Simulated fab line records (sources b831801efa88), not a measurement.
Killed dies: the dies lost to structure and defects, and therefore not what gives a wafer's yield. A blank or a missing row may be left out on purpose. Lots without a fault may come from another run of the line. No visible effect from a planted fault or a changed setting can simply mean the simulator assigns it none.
fab line records	flow sky130	part 1 of 2: steps 1 to 43 of 44
[record] lots = 7	wafers = 20	last-day = 49
route steps=708 shown DNWELL@41 PWDE@45 NWELL@56 PAD_OPEN@708
lots with no fault: from the same line, run without faults
start-h: hours from the record's first day to the start of the lot's first wafer shown	wait-h: hours elapsed since this lot's preceding step	" repeats the value in the row above	L1.1+2: a single row standing in for several wafers	- value missing, or start not given	* or withheld: withheld	< > ~ a bound
route shown NAME@n: a module of which the file shows steps, and the number in the route of the first	usual: the fault-free wafers' mean and standard deviation	same: alike in all rows	chamber/n: place in a boat	sites: per-site readings	_std_site: how widely they spread, as a standard deviation	_edge_site: mean of outer sites minus mean of inner sites	radius-mm: for every site, how far away it sits from the centre of the wafer	mask NAME#n: copy n	behind: the tool/chamber that last shaped the wafer	hold: reason for holding the lot/hours on hold/outcome of the hold	device: transistor that didn't switch, given as n, p or np	end of line: at the end of the route, the tests of the same wafers	where a step has no rows: the recipe by itself	killed: dies that structure and defects cost at the first sort, which is not the same as the wafer's yield	map: per-die view of a wafer (x killed, . not killed, _ where there is no die)
set.NAME: the setting as run; set.NAME@STEP: as run at that earlier step	model.NAME: the simulator's own value behind a step, which no gauge read
lots at selected steps of the route; one table per step, one row per wafer
services: when a tool's chamber went out of use (start-h, in hours from the record's first day, below 0 if earlier), for how many hours, and the reason
[[steps]]
[step SKY_DNWELL_DEVELOP_06]
[recipe] wall-angle-deg = 90	developer = TMAH	develop-time-s = 60	dev-temp-c = 23
[step SKY_DNWELL_IMPLANT_07]
[recipe] species = P	energy-kev = withheld	dose-cm2 = withheld	tilt-deg = withheld
[step SKY_DNWELL_STRIP_08]
[recipe] chemistry = O2/N2	power-w = 1400	pressure-mtorr = 1500	platen-temp-c = withheld	o2-flow-sccm = 3000	n2-flow-sccm = 300	overash-fraction = 0.5
[usual] drypump-motor-current-A = 5.5/0.36	oes-product-au = 0.722/0.004	strip-time-to-endpoint-s = 36.86/0.12
lot.wafer	tool	chamber	start-h	wait-h	drypump-motor-current-A	oes-product-au	rf-hours-counter-h	strip-time-to-endpoint-s
L796.2	plasma-asher-04	0	87.62	0.1	6.1	0.719	27	36.92
L796.4	"	1	"	"	5.7	0.729	-	36.92
L796.5	"	1	"	"	5.7	0.720	-	36.96
L797.2	plasma-asher-03	1	90.19	0.1	5.0	0.723	42	36.97
L797.3	"	0	"	"	5.4	0.722	-	36.84
L797.6	"	1	"	"	5.0	0.721	-	36.83
L798.3	plasma-asher-01	0	96.22	0.1	5.1	0.719	-	36.84
L798.6	"	0	"	"	5.1	0.720	-	36.67
L800.3	plasma-asher-01	1	106.08	0.1	5.6	0.717	-	36.98
L800.4	"	0	"	"	5.1	0.724	-	37.00
L800.6	"	1	"	"	5.6	0.724	-	37.05
L802.2	plasma-asher-01	0	116.10	0.1	5.1	0.717	43	36.77
L802.3	"	1	"	"	5.5	0.724	-	36.71
L802.5	"	0	"	"	5.1	0.726	-	36.65
L809.1	plasma-asher-03	1	156.52	0.1	4.9	0.720	4	36.85
L809.2	"	0	"	"	5.5	0.716	4	37.08
L809.5	"	0	"	"	5.5	0.723	-	36.98
L811.2	plasma-asher-04	0	165.87	0.1	6.1	0.726	35	36.73
L811.3	"	1	"	"	5.6	0.719	-	36.70
L811.4	"	0	"	"	6.1	0.724	-	36.86
[step SKY_DNWELL_TW_MEAS_09]
[usual] DNWELL_TW = 1108/8.2
lot.wafer	tool	chamber	start-h	wait-h	DNWELL_TW
L796.2	film-metro-04	-	87.73	0.1	1117
L796.4	"	-	"	"	1119
L796.5	"	-	"	"	1117
L797.2	film-metro-02	-	90.30	0.1	1093
L797.3	"	-	"	"	1100
L797.6	"	-	"	"	1092
L798.3	film-metro-03	-	96.31	0.1	1113
L798.6	"	-	"	"	1115
L800.3	film-metro-02	-	106.17	0.1	1098
L800.4	"	-	"	"	1099
L800.6	"	-	"	"	1097
L802.2	film-metro-02	-	116.21	0.1	1106
L802.3	"	-	"	"	1113
L802.5	"	-	"	"	1109
L809.1	film-metro-03	-	156.62	0.1	1113
L809.2	"	-	"	"	1108
L809.5	"	-	"	"	1113
L811.2	film-metro-04	-	165.98	0.1	1111
L811.3	"	-	"	"	1108
L811.4	"	-	"	"	1111
[step SKY_PWDE_DEHYDRATE_00]
[recipe] temp-c = 200	time-s = 60
[step SKY_PWDE_HMDS_01]
[recipe] prime-time-s = 60	prime-temp-c = 120
[step SKY_PWDE_COAT_02]
[recipe] spin-rpm = 2000	resist-thk-nm = 3000
[step SKY_PWDE_SOFTBAKE_03]
[recipe] temp-c = 110	time-s = withheld
[step SKY_PWDE_EXPOSE_04]
[recipe] mask-id = PWDEM	na = 0.6	source-shape = conventional	sigma-outer = 0.6	polarization = unpolarized	target-cd-nm = 840	dose-mj = 214
[step SKY_PWDE_PEB_05]
[recipe] temp-c = 115	time-s = withheld
[step SKY_PWDE_DEVELOP_06]
[recipe] wall-angle-deg = 90	developer = TMAH	develop-time-s = 60	dev-temp-c = 23
[step SKY_PWDE_OVL_MEAS_07]
[usual] PWDE_OVL = 0.2/1.4
lot.wafer	tool	chamber	start-h	wait-h	PWDE_OVL[nm]
L796.2	overlay-02	-	104.63	-	1.2
L796.4	"	-	"	"	1.1
L796.5	"	-	"	"	3.5
L797.2	overlay-02	-	107.55	-	0.4
L797.3	"	-	"	"	1.4
L797.6	"	-	"	"	2.3
L798.3	overlay-01	-	114.25	-	0.1
L798.6	"	-	"	"	1.3
L800.3	overlay-01	-	124.30	-	1.6
L800.4	"	-	"	"	0.9
L800.6	"	-	"	"	2.0
L802.2	overlay-01	-	135.50	-	-0.5
L802.3	"	-	"	"	-1.4
L802.5	"	-	"	"	-1.8
L809.1	overlay-01	-	176.94	-	-1.2
L809.2	"	-	"	"	-1.9
L809.5	"	-	"	"	-1.6
L811.2	overlay-02	-	187.25	-	-0.1
L811.3	"	-	"	"	-0.2
L811.4	"	-	"	"	-2.6
[step SKY_PWDE_IMPLANT_08]
[recipe] species = B	energy-kev = 150	dose-cm2 = 3.6e+12	tilt-deg = withheld
[usual] beam-on-s = 10.01/0.23	faraday-current-uA = 20.3/0.46
lot.wafer	tool	chamber	start-h	wait-h	beam-on-s	faraday-current-uA
L796.2	implanter-01	0	104.68	0.0	10.42	19.4
L796.4	"	0	"	"	9.84	20.7
L796.5	"	0	"	"	9.99	20.3
L797.2	implanter-02	0	107.60	0.0	10.25	19.8
L797.3	"	0	"	"	10.20	20.0
L797.6	"	0	"	"	10.11	20.1
L798.3	implanter-02	0	114.33	0.1	12.45	16.3
L798.6	"	0	"	"	10.10	20.1
L800.3	implanter-02	0	124.38	0.1	12.96	15.6
L800.4	"	0	"	"	12.71	15.9
L800.6	"	0	"	"	10.26	19.7
L802.2	implanter-02	0	135.55	0.0	10.02	20.3
L802.3	"	0	"	"	12.45	16.3
L802.5	"	0	"	"	9.69	20.9
L809.1	implanter-01	0	176.98	0.0	9.97	20.4
L809.2	"	0	"	"	9.79	20.7
L809.5	"	0	"	"	10.15	20.0
L811.2	implanter-01	0	187.30	0.0	10.09	20.1
L811.3	"	0	"	"	10.00	20.3
L811.4	"	0	"	"	9.67	21.0
[step SKY_PWDE_STRIP_09]
[recipe] chemistry = O2/N2	power-w = 1400	pressure-mtorr = 1500	platen-temp-c = withheld	o2-flow-sccm = 3000	n2-flow-sccm = 300	overash-fraction = 0.5
[usual] drypump-motor-current-A = 5.45/0.3	oes-product-au = 0.722/0.0048	strip-time-to-endpoint-s = 36.85/0.12
lot.wafer	tool	chamber	start-h	wait-h	drypump-motor-current-A	oes-product-au	rf-hours-counter-h	strip-time-to-endpoint-s
L796.2	plasma-asher-01	1	104.81	0.1	5.54	0.725	41	36.96
L796.4	"	0	"	"	5.15	0.726	-	36.84
L796.5	"	0	"	"	5.14	0.720	-	36.89
L797.2	plasma-asher-01	1	107.73	0.1	5.56	0.722	41	36.61
L797.3	"	0	"	"	5.15	0.726	-	36.60
L797.6	"	0	"	"	5.16	0.722	-	36.64
L798.3	plasma-asher-01	0	114.46	0.1	5.14	0.720	-	36.99
L798.6	"	1	"	"	5.58	0.710	-	36.84
L800.3	plasma-asher-04	0	124.51	0.1	6.14	0.718	-	36.88
L800.4	"	1	"	"	5.66	0.720	-	36.91
L800.6	"	1	"	"	5.67	0.720	-	36.97
L802.2	plasma-asher-01	1	135.68	0.1	5.55	0.733	44	37.00
L802.3	"	1	"	"	5.54	0.721	-	37.00
L802.5	"	0	"	"	5.15	0.724	-	36.89
L809.1	plasma-asher-04	1	177.13	0.1	5.65	0.730	36	36.76
L809.2	"	0	"	"	6.10	0.723	36	36.66
L809.5	"	1	"	"	5.67	0.716	-	36.82
L811.2	plasma-asher-02	0	187.43	0.1	5.63	0.722	50	36.91
L811.3	"	1	"	"	5.16	0.724	-	36.94
L811.4	"	0	"	"	5.65	0.726	-	36.81
[step SKY_PWDE_TW_MEAS_10]
[usual] PWDE_TW = 372.0/2.5
lot.wafer	tool	chamber	start-h	wait-h	PWDE_TW
L796.2	film-metro-02	-	104.92	0.1	368.3
L796.4	"	-	"	"	371.1
L796.5	"	-	"	"	370.6
L797.2	film-metro-04	-	107.84	0.1	373.7
L797.3	"	-	"	"	372.8
L797.6	"	-	"	"	371.7
L798.3	film-metro-03	-	114.55	0.1	398.0
L798.6	"	-	"	"	371.9
L800.3	film-metro-02	-	124.60	0.1	396.6
L800.4	"	-	"	"	394.8
L800.6	"	-	"	"	369.1
L802.2	film-metro-03	-	135.79	0.1	374.7
L802.3	"	-	"	"	400.0
L802.5	"	-	"	"	372.6
L809.1	film-metro-04	-	177.23	0.1	378.9
L809.2	"	-	"	"	373.7
L809.5	"	-	"	"	376.0
L811.2	film-metro-02	-	187.54	0.1	368.7
L811.3	"	-	"	"	368.9
L811.4	"	-	"	"	368.9
[step SKY_NWELL_DEHYDRATE_03]
[recipe] temp-c = 200	time-s = 60
[step SKY_NWELL_HMDS_04]
[recipe] prime-time-s = 60	prime-temp-c = 120
[step SKY_NWELL_COAT_05]
[recipe] spin-rpm = 2000	resist-thk-nm = 3000
[step SKY_NWELL_SOFTBAKE_06]
[recipe] temp-c = 110	time-s = withheld
[step SKY_NWELL_EXPOSE_07]
[recipe] mask-id = NWM	na = 0.6	source-shape = conventional	sigma-outer = 0.6	polarization = unpolarized	target-cd-nm = 840	dose-mj = 255
[step SKY_NWELL_PEB_08]
[recipe] temp-c = 115	time-s = withheld
[step SKY_NWELL_DEVELOP_09]
[recipe] wall-angle-deg = 90	developer = TMAH	develop-time-s = 60	dev-temp-c = 23
[step SKY_NWELL_OVL_MEAS_10]
[usual] NWELL_00_OVL = 0.0/1.8
lot.wafer	tool	chamber	start-h	wait-h	NWELL_00_OVL[nm]
L796.2	overlay-02	-	122.81	-	-0.3
L796.4	"	-	"	"	1.1
L796.5	"	-	"	"	-0.3
L797.2	overlay-02	-	126.60	-	2.3
L797.3	"	-	"	"	0.5
L797.6	"	-	"	"	0.2
L798.3	overlay-02	-	133.71	-	0.3
L798.6	"	-	"	"	2.5
L800.3	overlay-02	-	143.80	-	1.2
L800.4	"	-	"	"	1.8
L800.6	"	-	"	"	0.6
L802.2	overlay-01	-	155.38	-	-1.5
L802.3	"	-	"	"	-2.0
L802.5	"	-	"	"	-2.1
L809.1	overlay-02	-	198.90	-	2.3
L809.2	"	-	"	"	1.2
L809.5	"	-	"	"	3.4
L811.2	overlay-02	-	209.08	-	1.7
L811.3	"	-	"	"	1.4
L811.4	"	-	"	"	0.8
[step SKY_NWELL_IMPLANT_11]
[recipe] species = P	energy-kev = 400	dose-cm2 = 1.9e+13	tilt-deg = withheld
[step SKY_NWELL_IMPLANT_12]
[recipe] species = P	energy-kev = 120	dose-cm2 = 1.3e+12	tilt-deg = withheld
[step SKY_NWELL_IMPLANT_13]
[recipe] species = P	energy-kev = 50	dose-cm2 = 7e+11	tilt-deg = withheld
[step SKY_NWELL_STRIP_14]
[recipe] chemistry = O2/N2	power-w = 1400	pressure-mtorr = 1500	platen-temp-c = withheld	o2-flow-sccm = 3000	n2-flow-sccm = 300	overash-fraction = 0.5
[usual] drypump-motor-current-A = 5.33/0.24	oes-product-au = 0.723/0.0043	strip-time-to-endpoint-s = 36.86/0.081
lot.wafer	tool	chamber	start-h	wait-h	drypump-motor-current-A	oes-product-au	rf-hours-counter-h	strip-time-to-endpoint-s
L796.2	plasma-asher-01	1	123.29	0.1	5.55	0.727	43	37.00
L796.4	"	1	"	"	5.55	0.732	-	36.79
L796.5	"	0	"	"	5.15	0.725	-	36.91
L797.2	plasma-asher-01	0	127.08	0.1	5.14	0.728	43	36.97
L797.3	"	1	"	"	5.56	0.722	-	36.87
L797.6	"	1	"	"	5.57	0.721	-	36.91
L798.3	plasma-asher-01	0	134.22	0.1	5.15	0.722	-	36.72
L798.6	"	1	"	"	5.58	0.721	-	36.86
L800.3	plasma-asher-03	0	144.31	0.1	5.43	0.720	-	36.90
L800.4	"	1	"	"	4.89	0.713	-	36.97
L800.6	"	1	"	"	4.90	0.717	-	36.94
L802.2	plasma-asher-03	0	155.86	0.1	5.44	0.714	4	36.80
L802.3	"	0	"	"	5.45	0.724	-	36.86
L802.5	"	0	"	"	5.47	0.728	-	36.77
L809.1	plasma-asher-02	0	199.38	0.1	5.64	0.717	51	36.81
L809.2	"	1	"	"	5.14	0.722	51	36.83
L809.5	"	0	"	"	5.62	0.728	-	36.79
L811.2	plasma-asher-02	1	209.56	0.1	5.15	0.727	52	36.92
L811.3	"	0	"	"	5.66	0.731	-	36.89
L811.4	"	1	"	"	5.14	0.719	-	36.91
[step SKY_NWELL_TW_MEAS_15]
[usual] NWELL_TW = 1811/12
lot.wafer	tool	chamber	start-h	wait-h	NWELL_TW
L796.2	film-metro-04	-	123.40	0.1	1833
L796.4	"	-	"	"	1826
L796.5	"	-	"	"	1818
L797.2	film-metro-04	-	127.19	0.1	1830
L797.3	"	-	"	"	1827
L797.6	"	-	"	"	1841
L798.3	film-metro-02	-	134.31	0.1	1796
L798.6	"	-	"	"	1800
L800.3	film-metro-03	-	144.40	0.1	1798
L800.4	"	-	"	"	1815
L800.6	"	-	"	"	1804
L802.2	film-metro-02	-	155.97	0.1	1804
L802.3	"	-	"	"	1815
L802.5	"	-	"	"	1802
L809.1	film-metro-03	-	199.48	0.1	1810
L809.2	"	-	"	"	1798
L809.5	"	-	"	"	1818
L811.2	film-metro-04	-	209.67	0.1	1823
L811.3	"	-	"	"	1816
L811.4	"	-	"	"	1810
[step SKY_NWELL_DEHYDRATE_16]
[recipe] temp-c = 200	time-s = 60
[step SKY_NWELL_HMDS_17]
[recipe] prime-time-s = 60	prime-temp-c = 120
[step SKY_NWELL_COAT_18]
[recipe] spin-rpm = 2000	resist-thk-nm = 3000
[step SKY_NWELL_SOFTBAKE_19]
[recipe] temp-c = 110	time-s = withheld
[step SKY_NWELL_EXPOSE_20]
[recipe] mask-id = NWM_COMPLEMENT	na = 0.6	source-shape = conventional	sigma-outer = 0.6	polarization = unpolarized	target-cd-nm = 840	dose-mj = 260
[step SKY_NWELL_PEB_21]
[recipe] temp-c = 115	time-s = withheld
[step SKY_NWELL_DEVELOP_22]
[recipe] wall-angle-deg = 90	developer = TMAH	develop-time-s = 60	dev-temp-c = 23
[step SKY_NWELL_OVL_MEAS_23]
[usual] NWELL_01_OVL = 0.1/1.4
lot.wafer	tool	chamber	start-h	wait-h	NWELL_01_OVL[nm]
L796.2	overlay-02	-	142.11	-	0.4
L796.4	"	-	"	"	1.4
L796.5	"	-	"	"	0.6
L797.2	overlay-01	-	145.56	-	-1.7
L797.3	"	-	"	"	0.5
L797.6	"	-	"	"	-1.5
L798.3	overlay-01	-	153.86	-	-0.1
L798.6	"	-	"	"	-1.4
L800.3	overlay-01	-	163.51	-	-0.4
L800.4	"	-	"	"	1.4
L800.6	"	-	"	"	0.3
L802.2	overlay-01	-	176.35	-	-2.0
L802.3	"	-	"	"	-2.0
L802.5	"	-	"	"	-0.5
L809.1	overlay-02	-	220.75	-	0.9
L809.2	"	-	"	"	1.5
L809.5	"	-	"	"	2.6
L811.2	overlay-02	-	230.68	-	1.4
L811.3	"	-	"	"	-0.2
L811.4	"	-	"	"	1.6
[step SKY_NWELL_IMPLANT_24]
[recipe] species = B	energy-kev = 140	dose-cm2 = 9.2e+12	tilt-deg = withheld
[step SKY_NWELL_STRIP_25]
[recipe] chemistry = O2/N2	power-w = 1400	pressure-mtorr = 1500	platen-temp-c = withheld	o2-flow-sccm = 3000	n2-flow-sccm = 300	overash-fraction = 0.5
[usual] drypump-motor-current-A = 5.31/0.25	oes-product-au = 0.722/0.0047	strip-time-to-endpoint-s = 36.89/0.093
lot.wafer	tool	chamber	start-h	wait-h	drypump-motor-current-A	oes-product-au	rf-hours-counter-h	strip-time-to-endpoint-s
L796.2	plasma-asher-02	1	142.29	0.1	5.13	0.730	46	36.91
L796.4	"	1	"	"	5.14	0.718	-	36.98
L796.5	"	1	"	"	5.14	0.727	-	36.91
L797.2	plasma-asher-01	1	145.74	0.1	5.55	0.737	45	36.86
L797.3	"	1	"	"	5.54	0.720	-	37.03
L797.6	"	0	"	"	5.14	0.720	-	36.87
L798.3	plasma-asher-02	0	154.07	0.1	5.64	0.718	-	36.90
L798.6	"	0	"	"	5.64	0.726	-	36.90
L800.3	plasma-asher-03	1	163.72	0.1	4.95	0.722	-	37.00
L800.4	"	0	"	"	5.44	0.718	-	36.99
L800.6	"	0	"	"	5.45	0.720	-	36.91
L802.2	plasma-asher-01	1	176.53	0.1	5.53	0.724	48	36.86
L802.3	"	0	"	"	5.14	0.721	-	36.91
L802.5	"	0	"	"	5.17	0.720	-	36.96
L809.1	plasma-asher-03	1	220.93	0.1	4.94	0.724	10	36.73
L809.2	"	0	"	"	5.47	0.724	10	36.78
L809.5	"	1	"	"	4.95	0.720	-	36.85
L811.2	plasma-asher-02	0	230.86	0.1	5.65	0.723	54	37.00
L811.3	"	1	"	"	5.14	0.729	-	37.03
L811.4	"	0	"	"	5.64	0.731	-	36.95
[step SKY_NWELL_TW_MEAS_26]
[usual] NWELL_2_TW = 494.9/2.9
lot.wafer	tool	chamber	start-h	wait-h	NWELL_2_TW
L796.2	film-metro-03	-	142.40	0.1	495.2
L796.4	"	-	"	"	496.7
L796.5	"	-	"	"	493.0
L797.2	film-metro-02	-	145.85	0.1	489.8
L797.3	"	-	"	"	491.8
L797.6	"	-	"	"	492.7
L798.3	film-metro-04	-	154.16	0.1	495.7
L798.6	"	-	"	"	495.8
L800.3	film-metro-04	-	163.80	0.1	496.5
L800.4	"	-	"	"	492.3
L800.6	"	-	"	"	498.2
L802.2	film-metro-04	-	176.64	0.1	501.3
L802.3	"	-	"	"	501.1
L802.5	"	-	"	"	501.6
L809.1	film-metro-02	-	221.03	0.1	494.2
L809.2	"	-	"	"	491.4
L809.5	"	-	"	"	493.3
L811.2	film-metro-03	-	230.97	0.1	494.2
L811.3	"	-	"	"	490.6
L811.4	"	-	"	"	493.6
[step SKY_NWELL_CLEAN_27]
[recipe] chemistry = SC1/SC2	mix = 1:4:20	temp-c = 70	time-s = 150	dry = n2-spin
[step SKY_NWELL_RTA_28]
[recipe] temp-c = 1050	time-s = 30	idle-temp-c = 650	ramp-up-c-per-s = 150	ramp-down-c-per-s = 90	ambient = N2
[usual] lamp-power-pct = 25.29/0.056	wafer_temp_C_max = 1054.9/1
lot.wafer	tool	chamber	start-h	wait-h	lamp-power-pct	wafer_temp_C_max
L796.2	rtp-anneal-01	0	142.51	0.0	25.36	1057.0
L796.4	"	0	"	"	25.31	1054.5
L796.5	"	0	"	"	25.31	1054.8
L797.2	rtp-anneal-02	0	145.96	0.0	25.34	1055.3
L797.3	"	0	"	"	25.24	1055.6
L797.6	"	0	"	"	25.17	1054.1
L798.3	rtp-anneal-01	0	154.28	0.0	25.35	1053.9
L798.6	"	0	"	"	25.19	1055.5
L800.3	rtp-anneal-01	0	163.93	0.0	25.29	1055.9
L800.4	"	0	"	"	25.32	1054.2
L800.6	"	0	"	"	25.26	1054.6
L802.2	rtp-anneal-01	0	176.76	0.0	25.32	1055.8
L802.3	"	0	"	"	25.31	1054.8
L802.5	"	0	"	"	25.25	1055.3
L809.1	rtp-anneal-01	0	221.15	0.0	25.27	1054.2
L809.2	"	0	"	"	25.33	1056.4
L809.5	"	0	"	"	25.28	1054.3
L811.2	rtp-anneal-01	0	231.08	0.0	25.35	1054.8
L811.3	"	0	"	"	25.35	1053.1
L811.4	"	0	"	"	25.29	1054.9
[step SKY_NWELL_RS_MEAS_29]
[recipe] thk-meas-gauge = four-point-probe
[usual] NWELL_RS = 625.0/1.7
lot.wafer	tool	chamber	start-h	wait-h	NWELL_RS[ohm/sq]
L796.2	film-metro-04	-	142.62	0.1	622.2
L796.4	"	-	"	"	623.4
L796.5	"	-	"	"	623.9
L797.2	film-metro-04	-	146.07	0.1	622.7
L797.3	"	-	"	"	624.1
L797.6	"	-	"	"	622.8
L798.3	film-metro-04	-	154.39	0.1	622.2
L798.6	"	-	"	"	623.4
L800.3	film-metro-03	-	164.04	0.1	624.2
L800.4	"	-	"	"	627.5
L800.6	"	-	"	"	627.3
L802.2	film-metro-02	-	176.86	0.1	628.3
L802.3	"	-	"	"	625.6
L802.5	"	-	"	"	626.1
L809.1	film-metro-03	-	221.25	0.1	627.5
L809.2	"	-	"	"	626.8
L809.5	"	-	"	"	624.3
L811.2	film-metro-04	-	231.19	0.1	625.7
L811.3	"	-	"	"	626.1
L811.4	"	-	"	"	626.8
[step SKY_NWELL_RS_MEAS_31]
[recipe] thk-meas-gauge = four-point-probe
[usual] PWDE_RS = 5280/18
lot.wafer	tool	chamber	start-h	wait-h	PWDE_RS[ohm/sq]
L796.2	film-metro-04	-	142.86	0.1	5289
L796.4	"	-	"	"	5281
L796.5	"	-	"	"	5282
L797.2	film-metro-04	-	146.31	0.1	5283
L797.3	"	-	"	"	5282
L797.6	"	-	"	"	5285
L798.3	film-metro-04	-	154.63	0.1	4433
L798.6	"	-	"	"	5265
L800.3	film-metro-03	-	164.28	0.1	4429
L800.4	"	-	"	"	4439
L800.6	"	-	"	"	5273
L802.2	film-metro-02	-	177.10	0.1	5265
L802.3	"	-	"	"	4438
L802.5	"	-	"	"	5266
L809.1	film-metro-03	-	221.49	0.1	5291
L809.2	"	-	"	"	5299
L809.5	"	-	"	"	5289
L811.2	film-metro-04	-	231.43	0.1	5267
L811.3	"	-	"	"	5274
L811.4	"	-	"	"	5262
[[key]]
[first-sign] step = SKY_PWDE_IMPLANT_08	reading = beam-on-s	direction = up	sigmas = 12	usual = 10.01	struck = 12.64
[effect] step = SKY_PWDE_IMPLANT_08	reading = faraday-current-uA	direction = down	sigmas = 9.4	usual = 20.3	struck = 16.0
[effect] step = SKY_PWDE_TW_MEAS_10	reading = PWDE_TW	direction = up	sigmas = 10	usual = 372.0	struck = 397.3
[effect] step = SKY_NWELL_RS_MEAS_31	reading = PWDE_RS	direction = down	sigmas = 47	usual = 5280	struck = 4435
[model-effect] step = SKY_PAD_OPEN_PROBE_99	value = etest.res_p_drift_20v.line-ohm-um	without = 1.158e+04	struck = 9490
met-at SKY_PWDE_IMPLANT_08
struck-wafers L798.3,L800.3,L800.4,L802.3
tester-left-out L798,L800,L802
onset-between 107.60 114.33
[fault] kind = process-parameter-drift	tool = implanter-02	chamber = -	onset-h = 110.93	steps = SKY_PWDE_IMPLANT_08	channel = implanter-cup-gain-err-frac	offset = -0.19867	shape = step	end-h = 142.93	scope = struck-wafers-only
// tester-left-out: of these lots the tester's yield and bins aren't shown, on N5 and GAA mostly nor the transistor test; their killed dies are dies lost to structure and defects alone, not to doping, threshold or leakage, so they don't give the yield
